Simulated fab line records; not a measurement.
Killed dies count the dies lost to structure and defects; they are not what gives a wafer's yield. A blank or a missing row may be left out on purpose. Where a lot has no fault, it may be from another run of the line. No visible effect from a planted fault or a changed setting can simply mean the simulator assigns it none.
Chamber matching | flow gf180mcu | GF_V4_CMP_04 on cmp-02: 4 sister chambers
The step polishes SiO2. 14 wafers are shown with their chamber, then 7 later ones without.

## WAFERS, EACH WITH ITS CHAMBER
wafer  | chamber | motorCurrentA (A) | edgeZonePressureFrac | timeToEndpointS (s)
L343.3 | 0       | 11.4              | 1.004                | 79
L343.5 | 0       | 10.4              | 1.012                | 79
L343.6 | 1       | 12.7              | 1.010                | 80
L344.3 | 2       | 12.2              | 0.994                | 86
L344.4 | 1       | 12.3              | 1.001                | 90
L344.6 | 2       | 12.7              | 0.996                | 94
L346.2 | 0       | 11.7              | 1.008                | 79
L346.3 | 1       | 11.9              | 1.008                | 86
L346.4 | 2       | 11.9              | 0.998                | 85
L347.3 | 1       | 12.3              | 1.005                | 84
L347.4 | 0       | 11.7              | 1.000                | 84
L347.5 | 3       | 14.2              | 1.004                | 89
L348.1 | 1       | 12.8              | 1.007                | 85
L348.3 | 3       | 14.7              | 1.007                | 83

SIGNATURES (averages over the wafers above)
reading              | chamber 0 | chamber 1 | chamber 2 | chamber 3 | scatter within a chamber
motorCurrentA        | 11.300    | 12.400    | 12.267    | 14.450    | 0.46
edgeZonePressureFrac | 1.00600   | 1.00620   | 0.99600   | 1.00550   | 0.00373
timeToEndpointS      | 80.25     | 85.00     | 88.33     | 86.00     | 3.71
Rule: distance of a wafer from a chamber = root of the sum over the readings of ((wafer's reading minus chamber's mean) / reading's scatter) squared. If the next closest chamber is less than 2 further off than the closest, the wafer can't be placed; otherwise it belongs to the closest. How the scatter is found: for the shown wafers, subtract from each reading the mean of its chamber, square and add these, divide the total by (wafers less chambers), then take the root.

## WAFERS MISSING THEIR CHAMBER
wafer  | motorCurrentA (A) | edgeZonePressureFrac | timeToEndpointS (s)
L348.6 | 12.0              | 1.001                | 92
L353.1 | 12.1              | 0.993                | 78
L353.5 | 13.9              | 1.008                | 82
L353.6 | 11.7              | 1.000                | 79
L362.3 | 12.5              | 0.993                | 74
L362.4 | 11.4              | 1.005                | 79
L362.5 | 11.9              | 0.999                | 76

## EACH ONE'S CHAMBER
wafer  | from the rows above          | in truth
L348.6 | can't be placed: 2 or 1 or 0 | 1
L353.1 | can't be placed: 2 or 0 or 1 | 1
L353.5 | can't be placed: 3 or 1      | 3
L353.6 | can't be placed: 0 or 1 or 2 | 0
L362.3 | can't be placed: 2 or 1 or 0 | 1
L362.4 | 0                            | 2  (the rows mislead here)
L362.5 | can't be placed: 0 or 1 or 2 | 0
Placed correctly: 0 of 7. Unplaceable from these rows: 6, with the true chamber sitting among the candidates in 6. Wrongly placed: 1.
